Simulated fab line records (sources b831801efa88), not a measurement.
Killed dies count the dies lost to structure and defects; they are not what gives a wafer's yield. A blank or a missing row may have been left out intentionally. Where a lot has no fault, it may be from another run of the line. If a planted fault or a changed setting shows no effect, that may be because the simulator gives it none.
fab line records	flow sky130
record lots=11	wafers=33	lastDay=46
route steps=708 shown FIELD_ISO@16 NWELL@34 DNWELL@42 PWDE@55 PAD_OPEN@708
lots with no fault: from the same line, run without faults
startH: hours from the record's opening day to when the first of the lot's shown wafers began	waitH: time in hours since the lot's previous step	" the same as in the row above	L1.1+2: a row that stands for several wafers	- no value, or no start given	* or withheld: withheld	< > ~ a bound
route shown NAME@n: names a module that has steps shown in the file, with the first one's number in the route	usual: the fault-free wafers' mean and standard deviation	same: alike in all rows	chamber/n: place in a boat	sites: the reading at each site	_std_site: how widely they spread, as a standard deviation	_edge_site: inner sites' mean taken away from outer sites' mean	radiusMm: how far each site lies from the wafer's centre	mask NAME#n: copy n	behind: the last tool/chamber to shape the wafer	hold: why the lot went on hold/how many hours it stayed there/how the hold came to an end	device: names the non-switching transistor (n, p or np)	end of line: the route-end tests of the same wafers	step lacking rows: just its recipe	killed: at the first sort, the dies lost to defects and structure; wafer yield is something else	map: a wafer's dies, x killed, . not, _ none there
set.NAME: the setting the step ran with; set.NAME@STEP: the setting that earlier step ran with	model.NAME: the simulator's own value behind a step, which no gauge read
the route's steps for a sample of lots (tables are steps, rows are wafers)
services: when a tool's chamber went out of use (startH, in hours from the record's first day, below 0 if earlier), for how many hours, and the reason
## steps
# step SKY_FIELD_ISO_ETCH_15
# recipe chemistry=CHF3/O2	targetDepthNm=180	stopOn=Si	sourceW=600	biasW=200	pressureMtorr=40	chf3FlowSccm=50	O2_flow_sccm=5	timeS=72
# usual chamberPressureMTorr=39.99/0.044	drypumpMotorCurrentA=5.6/0.37	oesProductAu=0.945/0.0071	throttleValvePct=8.844/0.0087
lot.wafer	tool	chamber	startH	waitH	chamberPressureMTorr	drypumpMotorCurrentA	oesProductAu	rfHoursCounterH	throttleValvePct
L712.1	rieDiel-02	2	30.16	0.0	39.95	5.6	0.944	161	8.845
L712.2	"	0	"	"	40.03	5.3	0.944	158	8.846
L712.3	"	1	"	"	40.02	6.2	0.954	121	8.830
L713.2	rieDiel-03	1	34.17	0.0	40.00	5.9	0.942	143	8.851
L713.4	"	3	"	"	40.00	5.2	0.948	174	8.832
L713.5	"	2	"	"	40.01	5.9	0.945	-	8.849
L714.2	rieDiel-03	2	39.21	0.0	39.96	5.9	0.942	81	8.853
L714.3	"	3	"	"	40.00	5.2	0.953	174	8.841
L714.6	"	2	"	"	40.02	5.8	0.939	-	8.837
L715.1	rieDiel-03	2	44.92	0.0	39.97	5.8	0.939	81	8.855
L715.3	"	3	"	"	39.98	5.2	0.952	174	8.836
L715.4	"	1	"	"	39.99	6.0	0.945	143	8.829
L716.3	rieDiel-02	3	50.90	0.0	40.00	4.8	0.940	0	8.837
L716.5	"	3	"	"	40.00	4.8	0.946	-	8.845
L716.6	"	0	"	"	39.99	5.3	0.942	-	8.852
L717.1	rieDiel-01	2	56.30	0.0	39.99	5.7	0.947	40	8.845
L717.3	"	1	"	"	40.01	5.5	0.944	41	8.839
L717.4	"	3	"	"	39.98	6.1	0.945	5	8.831
L718.3	rieDiel-03	2	59.36	0.0	39.99	5.9	0.946	81	8.859
L718.4	"	0	"	"	39.99	5.3	0.938	-	8.851
L718.5	"	1	"	"	40.01	6.0	0.948	-	8.852
L720.2	rieDiel-02	1	74.81	0.0	40.02	6.2	0.949	122	8.845
L720.3	"	0	"	"	40.02	5.3	0.953	159	8.840
L720.4	"	3	"	"	40.04	4.8	0.951	0	8.849
L721.1	rieDiel-03	3	77.42	0.0	39.92	5.2	0.946	0	8.855
L721.2	"	0	"	"	40.08	5.3	0.943	11	8.842
L721.5	"	0	"	"	40.07	5.4	0.946	-	8.842
L722.2	rieDiel-02	2	82.81	0.0	39.97	5.6	0.947	163	8.843
L722.3	"	3	"	"	40.06	4.8	0.952	1	8.834
L722.5	"	3	"	"	39.95	4.8	0.956	-	8.847
L723.2	rieDiel-01	0	85.50	0.0	39.95	5.7	0.932	47	8.847
L723.5	"	2	"	"	39.99	5.7	0.939	-	8.849
L723.6	"	1	"	"	40.01	5.5	0.945	-	8.859
# step SKY_NWELL_THK_MEAS_02
# recipe reads=SiO2_of_NWELL_OXIDATION_01
# usual NWELL_OXIDATION_THK=10.03/0.19
lot.wafer	tool	chamber	startH	waitH	NWELL_OXIDATION_THK[nm]
L712.1	filmMetro-01	-	35.83	0.0	10.14
L712.2	"	-	"	"	10.29
L712.3	"	-	"	"	10.07
L713.2	filmMetro-04	-	39.97	0.0	10.35
L713.4	"	-	"	"	10.23
L713.5	"	-	"	"	10.37
L714.2	filmMetro-04	-	44.89	0.0	10.08
L714.3	"	-	"	"	10.05
L714.6	"	-	"	"	10.08
L715.1	filmMetro-04	-	51.68	0.0	9.95
L715.3	"	-	"	"	9.94
L715.4	"	-	"	"	10.05
L716.3	filmMetro-03	-	58.21	0.0	10.12
L716.5	"	-	"	"	10.12
L716.6	"	-	"	"	10.07
L717.1	filmMetro-01	-	62.43	0.0	10.24
L717.3	"	-	"	"	10.18
L717.4	"	-	"	"	10.23
L718.3	filmMetro-04	-	66.05	0.0	10.59
L718.4	"	-	"	"	10.53
L718.5	"	-	"	"	10.35
L721.1	filmMetro-04	-	88.29	0.0	10.02
L721.2	"	-	"	"	9.95
L721.5	"	-	"	"	9.94
L720.2	filmMetro-03	-	88.30	0.0	9.98
L720.3	"	-	"	"	10.05
L720.4	"	-	"	"	9.88
L722.2	filmMetro-04	-	90.32	0.0	10.34
L722.3	"	-	"	"	10.02
L722.5	"	-	"	"	10.05
L723.2	filmMetro-03	-	97.77	0.0	9.74
L723.5	"	-	"	"	9.57
L723.6	"	-	"	"	9.47
# step SKY_DNWELL_IMPLANT_07
# recipe species=P	energyKev=withheld	doseCm2=withheld	tiltDeg=withheld
# usual implantIonAmu=*
lot.wafer	tool	chamber	startH	waitH	implantIonAmu
L712.1	implanter-01	0	51.99	-	*
L712.2	"	0	"	"	*
L712.3	"	0	"	"	*
L713.2	implanter-01	0	55.81	-	*
L713.4	"	0	"	"	*
L713.5	"	0	"	"	*
L714.2	implanter-04	0	60.67	-	*
L714.3	"	0	"	"	*
L714.6	"	0	"	"	*
L715.1	implanter-04	0	67.14	-	*
L715.3	"	0	"	"	*
L715.4	"	0	"	"	*
L716.3	implanter-04	0	76.15	-	*
L716.5	"	0	"	"	*
L716.6	"	0	"	"	*
L717.1	implanter-03	0	78.53	-	*
L717.3	"	0	"	"	*
L717.4	"	0	"	"	*
L718.3	implanter-04	0	82.35	-	*
L718.4	"	0	"	"	*
L718.5	"	0	"	"	*
L721.1	implanter-01	0	105.65	-	*
L721.2	"	0	"	"	*
L721.5	"	0	"	"	*
L720.2	implanter-04	0	105.96	-	*
L720.3	"	0	"	"	*
L720.4	"	0	"	"	*
L722.2	implanter-04	0	107.76	-	*
L722.3	"	0	"	"	*
L722.5	"	0	"	"	*
L723.2	implanter-01	0	115.77	-	*
L723.5	"	0	"	"	*
L723.6	"	0	"	"	*
# step SKY_DNWELL_TW_MEAS_09
# usual DNWELL_TW=1115/12
lot.wafer	tool	chamber	startH	waitH	hold	DNWELL_TW
L712.1	filmMetro-04	-	52.24	0.1	-	1118
L712.2	"	-	"	"	-	1115
L712.3	"	-	"	"	-	1124
L713.2	filmMetro-01	-	56.05	0.1	-	1130
L713.4	"	-	"	"	-	1138
L713.5	"	-	"	"	-	1136
L714.2	filmMetro-04	-	60.91	0.1	-	1125
L714.3	"	-	"	"	-	1126
L714.6	"	-	"	"	-	1120
L715.1	filmMetro-01	-	67.39	0.1	-	1128
L715.3	"	-	"	"	-	1127
L715.4	"	-	"	"	-	1129
L716.3	filmMetro-03	-	76.37	0.1	-	1106
L716.5	"	-	"	"	-	1110
L716.6	"	-	"	"	-	1110
L717.1	filmMetro-01	-	78.78	0.1	-	1126
L717.3	"	-	"	"	-	1122
L717.4	"	-	"	"	-	1130
L718.3	filmMetro-01	-	82.57	0.1	-	1117
L718.4	"	-	"	"	-	1119
L718.5	"	-	"	"	-	1120
L721.1	filmMetro-03	-	105.90	0.1	awaitDispo/0.2h/release	1990
L721.2	"	-	"	"	awaitDispo/0.2h/release	1994
L721.5	"	-	"	"	awaitDispo/0.2h/release	1980
L721.1	filmMetro-03	-	106.12	0.2	-	1981
L721.2	"	-	"	"	-	1992
L721.5	"	-	"	"	-	1998
L720.2	filmMetro-01	-	106.20	0.1	awaitDispo/0.2h/release	2039
L720.3	"	-	"	"	awaitDispo/0.2h/release	2036
L720.4	"	-	"	"	awaitDispo/0.2h/release	2034
L720.2	filmMetro-01	-	106.43	0.2	-	2042
L720.3	"	-	"	"	-	2036
L720.4	"	-	"	"	-	2037
L722.2	filmMetro-01	-	108.00	0.1	awaitDispo/0.2h/release	2023
L722.3	"	-	"	"	awaitDispo/0.2h/release	2041
L722.5	"	-	"	"	awaitDispo/0.2h/release	2022
L722.2	filmMetro-01	-	108.23	0.2	-	2028
L722.3	"	-	"	"	-	2027
L722.5	"	-	"	"	-	2024
L723.2	filmMetro-03	-	116.01	0.1	awaitDispo/0.2h/release	1986
L723.5	"	-	"	"	awaitDispo/0.2h/release	1989
L723.6	"	-	"	"	awaitDispo/0.2h/release	2000
L723.2	filmMetro-03	-	116.26	0.2	-	1978
L723.5	"	-	"	"	-	1990
L723.6	"	-	"	"	-	1983
# step SKY_PWDE_TW_MEAS_10
# usual PWDE_TW=373/4
lot.wafer	tool	chamber	startH	waitH	PWDE_TW
L712.1	filmMetro-01	-	68.35	0.1	377
L712.2	"	-	"	"	378
L712.3	"	-	"	"	377
L713.2	filmMetro-01	-	72.26	0.1	377
L713.4	"	-	"	"	376
L713.5	"	-	"	"	376
L714.2	filmMetro-01	-	77.39	0.1	372
L714.3	"	-	"	"	373
L714.6	"	-	"	"	371
L715.1	filmMetro-03	-	84.00	0.1	371
L715.3	"	-	"	"	370
L715.4	"	-	"	"	370
L716.3	filmMetro-01	-	92.65	0.1	374
L716.5	"	-	"	"	375
L716.6	"	-	"	"	376
L717.1	filmMetro-03	-	95.85	0.1	368
L717.3	"	-	"	"	368
L717.4	"	-	"	"	371
L718.3	filmMetro-04	-	99.00	0.1	374
L718.4	"	-	"	"	374
L718.5	"	-	"	"	374
# step SKY_PAD_OPEN_PROBE_99
# usual defectLimitedYield=82.3/1.9	killed_at_M0_to_M3=44/7	killed_at_M4_up=3.0/2	killedAtContacts=24/5.3	killedAtFrontEnd=15/4	killedAtOther=0.2/0.41	killedDies=87/9.1	killedOpen=49/7.3	killedShort=38/5.9	sort_bin_3_pad_short=0.9/0.42	sort_bin_5_function=10.4/1.5	sort_bin_6_memory=6.5/1.2	sortNPass=405/9.1	sortYieldPct=82.3/1.9
# same grossDies=492	killedAtBackSide=0	sort_bin_4_leakage[%]=0	sort_bin_8_speed[%]=0
lot.wafer	tool	chamber	startH	waitH	defectLimitedYield[%]	killed_at_M0_to_M3	killed_at_M4_up	killedAtContacts	killedAtFrontEnd	killedAtOther	killedDies	killedOpen	killedShort	sort_bin_3_pad_short[%]	sort_bin_5_function[%]	sort_bin_6_memory[%]	sortNPass	sortYieldPct[%]
L712.1	prober-01	-	1068.95	0.1	84.6	40	2	23	10	1	76	47	29	0.6	8.9	5.9	416	84.6
L712.2	prober-01	-	1069.00	0.1	82.9	43	7	21	13	0	84	49	35	0.6	11.2	5.3	408	82.9
L712.3	prober-01	-	1069.05	0.2	78.9	53	2	31	18	0	104	60	44	1.6	12.2	7.3	388	78.9
L713.2	prober-02	-	1077.80	0.1	78.5	45	5	32	24	0	106	64	42	0.4	14.0	7.1	386	78.5
L713.4	prober-02	-	1077.90	0.2	80.9	43	8	24	19	0	94	40	54	1.6	10.2	7.3	398	80.9
L713.5	prober-02	-	1077.95	0.2	83.5	34	4	31	12	0	81	43	38	0.8	9.1	6.5	411	83.5
L714.2	prober-01	-	1084.27	0.1	82.5	38	3	27	18	0	86	44	42	0.4	9.6	7.5	406	82.5
L714.3	prober-01	-	1084.32	0.2	82.9	35	4	30	14	1	84	42	42	0.8	9.8	6.5	408	82.9
L714.6	prober-01	-	1084.47	0.2	84.3	34	5	27	10	1	77	43	34	0.4	10.0	5.3	415	84.3
L715.1	prober-02	-	1097.27	0.1	86.0	22	2	27	17	1	69	42	27	0.6	7.5	5.9	423	86.0
L715.3	prober-02	-	1097.37	0.2	78.3	52	4	25	26	0	107	62	45	1.0	13.0	7.7	385	78.3
L715.4	prober-02	-	1097.42	0.2	79.5	50	1	31	18	1	101	59	42	0.8	12.0	7.7	391	79.5
L716.3	prober-01	-	1098.89	0.2	80.5	39	3	33	21	0	96	58	38	0.8	13.2	5.5	396	80.5
L716.5	prober-01	-	1098.99	0.2	82.9	46	2	21	15	0	84	48	36	0.6	9.8	6.7	408	82.9
L716.6	prober-01	-	1099.04	0.2	80.3	49	5	28	15	0	97	58	39	0.8	12.0	6.9	395	80.3
L717.1	prober-02	-	1102.89	0.1	79.9	60	4	24	11	0	99	51	48	1.2	11.4	7.5	393	79.9
L717.3	prober-02	-	1102.99	0.2	77.4	62	4	30	15	0	111	56	55	1.4	13.2	7.9	381	77.4
L717.4	prober-02	-	1103.04	0.2	82.5	55	3	15	12	1	86	45	41	1.2	9.8	6.5	406	82.5
L718.3	prober-01	-	1109.39	0.2	84.1	45	5	16	12	0	78	43	35	0.6	10.2	5.1	414	84.1
L718.4	prober-01	-	1109.44	0.2	83.3	37	3	29	13	0	82	51	31	0.8	10.2	5.7	410	83.3
L718.5	prober-01	-	1109.49	0.2	82.3	45	3	23	16	0	87	51	36	1.6	8.7	7.3	405	82.3
# killed by level:class
L712.1 CONTACT:geometricParticle:open=10 VIA1:geometricParticle:open=8 LI_CONTACT:geometricParticle:open=6 VIA3:geometricParticle:open=6 POLY_GATE:geometricParticle:short=4 VIA2:geometricParticle:open=4 CONTACT:geometricParticle:short=4 METAL1:geometricParticle:open=4
L712.2 VIA1:geometricParticle:open=11 CONTACT:geometricParticle:open=8 METAL2:geometricParticle:short=7 METAL1:geometricParticle:short=7 LI_CONTACT:geometricParticle:open=6 VIA3:geometricParticle:open=6 VIA2:geometricParticle:open=6 CONTACT:geometricParticle:short=5
L712.3 VIA1:geometricParticle:open=15 LOCAL_INTERCONNECT:geometricParticle:short=12 METAL1:geometricParticle:short=8 POLY_GATE:geometricParticle:open=7 LI_CONTACT:geometricParticle:open=7 VIA3:geometricParticle:open=7 CONTACT:geometricParticle:open=6 METAL2:geometricParticle:short=5
L713.2 LI_CONTACT:geometricParticle:open=12 CONTACT:geometricParticle:open=11 VIA1:geometricParticle:open=9 POLY_GATE:geometricParticle:open=8 METAL1:geometricParticle:short=8 FIELD_ISO:geometricParticle:open=7 VIA2:geometricParticle:open=7 VIA3:geometricParticle:short=7
L713.4 CONTACT:geometricParticle:open=8 METAL2:geometricParticle:short=7 VIA3:geometricParticle:open=7 METAL4:geometricParticle:short=7 FIELD_ISO:geometricParticle:short=5 LI_CONTACT:geometricParticle:open=5 CONTACT:geometricParticle:short=5 METAL1:geometricParticle:short=5
L713.5 CONTACT:geometricParticle:open=9 LI_CONTACT:geometricParticle:open=7 VIA1:geometricParticle:open=5 METAL1:geometricParticle:short=5 VIA1:geometricParticle:short=5 VIA3:geometricParticle:open=5 FIELD_ISO:geometricParticle:short=4 LI_CONTACT:geometricParticle:short=4
L714.2 CONTACT:geometricParticle:open=8 LI_CONTACT:geometricParticle:open=7 CONTACT:geometricParticle:short=7 VIA3:geometricParticle:open=7 VIA1:geometricParticle:open=6 POLY_GATE:geometricParticle:short=5 METAL2:geometricParticle:short=5 VIA2:geometricParticle:open=5
L714.3 VIA1:geometricParticle:open=11 CONTACT:geometricParticle:open=9 CONTACT:geometricParticle:short=8 LI_CONTACT:geometricParticle:open=5 LI_CONTACT:geometricParticle:short=5 VIA1:geometricParticle:short=5 VIA2:geometricParticle:open=5 METAL2:geometricParticle:short=4
L714.6 VIA1:geometricParticle:open=10 CONTACT:geometricParticle:open=9 LI_CONTACT:geometricParticle:open=8 FIELD_ISO:geometricParticle:open=6 METAL4:geometricParticle:short=5 CONTACT:geometricParticle:short=5 POLY_GATE:geometricParticle:short=4 LOCAL_INTERCONNECT:geometricParticle:short=4
L715.1 LI_CONTACT:geometricParticle:open=10 CONTACT:geometricParticle:open=6 VIA1:geometricParticle:open=6 LOCAL_INTERCONNECT:geometricParticle:short=5 POLY_GATE:geometricParticle:open=4 CONTACT:geometricParticle:short=4 METAL2:geometricParticle:short=4 VIA2:geometricParticle:open=4
L715.3 VIA1:geometricParticle:open=12 VIA1:geometricParticle:short=9 LI_CONTACT:geometricParticle:open=9 VIA3:geometricParticle:open=8 CONTACT:geometricParticle:open=7 FIELD_ISO:geometricParticle:open=6 POLY_GATE:geometricParticle:short=5 POLY_GATE:geometricParticle:open=5
L715.4 VIA2:geometricParticle:open=14 VIA1:geometricParticle:open=13 CONTACT:geometricParticle:open=11 METAL2:geometricParticle:short=9 LI_CONTACT:geometricParticle:open=7 LOCAL_INTERCONNECT:geometricParticle:short=6 FIELD_ISO:geometricParticle:short=5 POLY_GATE:geometricParticle:open=5
L716.3 CONTACT:geometricParticle:open=15 LI_CONTACT:geometricParticle:open=8 VIA1:geometricParticle:open=8 VIA3:geometricParticle:open=6 SPACER:geometricParticle:open=5 METAL1:geometricParticle:short=5 METAL2:geometricParticle:short=5 FIELD_ISO:geometricParticle:short=4
L716.5 CONTACT:geometricParticle:open=9 VIA1:geometricParticle:open=8 METAL1:geometricParticle:short=8 VIA3:geometricParticle:open=8 LI_CONTACT:geometricParticle:open=5 VIA2:geometricParticle:open=5 POLY_GATE:geometricParticle:open=3 POLY_GATE:geometricParticle:short=3
L716.6 VIA1:geometricParticle:open=14 CONTACT:geometricParticle:open=10 LI_CONTACT:geometricParticle:open=9 VIA3:geometricParticle:open=7 VIA1:geometricParticle:short=6 METAL1:geometricParticle:short=4 METAL2:geometricParticle:short=4 METAL4:geometricParticle:short=4
L717.1 VIA1:geometricParticle:open=20 CONTACT:geometricParticle:open=10 METAL1:geometricParticle:short=9 LI_CONTACT:geometricParticle:open=8 VIA2:geometricParticle:short=8 VIA3:geometricParticle:open=6 VIA1:geometricParticle:short=5 METAL3:geometricParticle:short=5
L717.3 LI_CONTACT:geometricParticle:open=13 METAL2:geometricParticle:short=11 METAL1:geometricParticle:short=11 VIA1:geometricParticle:open=10 CONTACT:geometricParticle:open=9 VIA1:geometricParticle:short=7 FIELD_ISO:geometricParticle:short=6 LOCAL_INTERCONNECT:geometricParticle:short=5
L717.4 VIA1:geometricParticle:open=12 METAL1:geometricParticle:short=11 VIA1:geometricParticle:short=8 VIA2:geometricParticle:open=7 CONTACT:geometricParticle:open=6 VIA3:geometricParticle:open=5 FIELD_ISO:geometricParticle:open=4 METAL1:geometricParticle:open=4
L718.3 VIA2:geometricParticle:open=11 CONTACT:geometricParticle:open=9 VIA3:geometricParticle:open=8 METAL3:geometricParticle:short=5 POLY_GATE:geometricParticle:short=4 VIA1:geometricParticle:open=4 VIA1:geometricParticle:short=4 METAL4:geometricParticle:short=4
L718.4 VIA1:geometricParticle:open=16 CONTACT:geometricParticle:open=8 LI_CONTACT:geometricParticle:open=7 LI_CONTACT:geometricParticle:short=5 LOCAL_INTERCONNECT:geometricParticle:short=5 FIELD_ISO:geometricParticle:short=4 CONTACT:geometricParticle:short=4 VIA3:geometricParticle:open=4
L718.5 CONTACT:geometricParticle:open=11 VIA1:geometricParticle:open=10 VIA3:geometricParticle:open=7 POLY_GATE:geometricParticle:open=5 LI_CONTACT:geometricParticle:open=5 VIA1:geometricParticle:short=5 METAL2:geometricParticle:short=5 FIELD_ISO:geometricParticle:open=4
## services
tool	chamber	startH	hours	kind
implanter-04	-	9.56	3.1	repair
rieDiel-02	3	9.97	17.7	repair
implanter-03	-	17.84	1.5	repair
rieDiel-03	3	22.97	2.2	repair
implanter-04	-	25.37	3.9	repair
rieDiel-02	-	26.16	2.7	repair
rieDiel-02	3	28.89	-	clean
rieDiel-02	3	28.89	16.7	scheduledDown
rieDiel-02	3	28.89	16.7	ventCycle
implanter-03	-	41.28	2.2	pm
rieDiel-01	0	49.28	5.1	repair
rieDiel-03	3	52.49	-	clean
rieDiel-03	3	52.49	13.4	scheduledDown
rieDiel-03	3	52.49	13.4	ventCycle
rieDiel-01	2	57.94	2.9	repair
rieDiel-01	-	83.35	0.9	repair
implanter-03	-	94.54	2.1	repair
rieDiel-03	-	107.31	0.5	repair
rieDiel-02	2	114.48	-	clean
rieDiel-02	2	114.48	18.5	scheduledDown
rieDiel-02	2	114.48	18.5	ventCycle
## key
firstSign step=SKY_DNWELL_IMPLANT_07	reading=implantIonAmu	direction=up	sigmas=99+	usual=*	struck=*
effect step=SKY_DNWELL_TW_MEAS_09	reading=visit	direction=added
effect step=SKY_DNWELL_TW_MEAS_09	reading=DNWELL_TW	direction=up	sigmas=75	usual=1115	struck=2011
metAt SKY_DNWELL_IMPLANT_07
struckLots L720,L721,L722,L723
scrappedBehind SKY_DNWELL_TW_MEAS_09 L720.2,L720.3,L720.4,L721.1,L721.2,L721.5,L722.2,L722.3,L722.5,L723.2,L723.5,L723.6
notActingAt SKY_FIELD_ISO_ETCH_15,SKY_NWELL_THK_MEAS_02,SKY_PWDE_TW_MEAS_10
onsetBetween 82.35 105.65
fault kind=wrongRecipeDownload	tool=implanter-01,implanter-03,implanter-04	chamber=-	onsetH=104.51	steps=SKY_DNWELL_IMPLANT_07	wrongRecipe.notListed=1
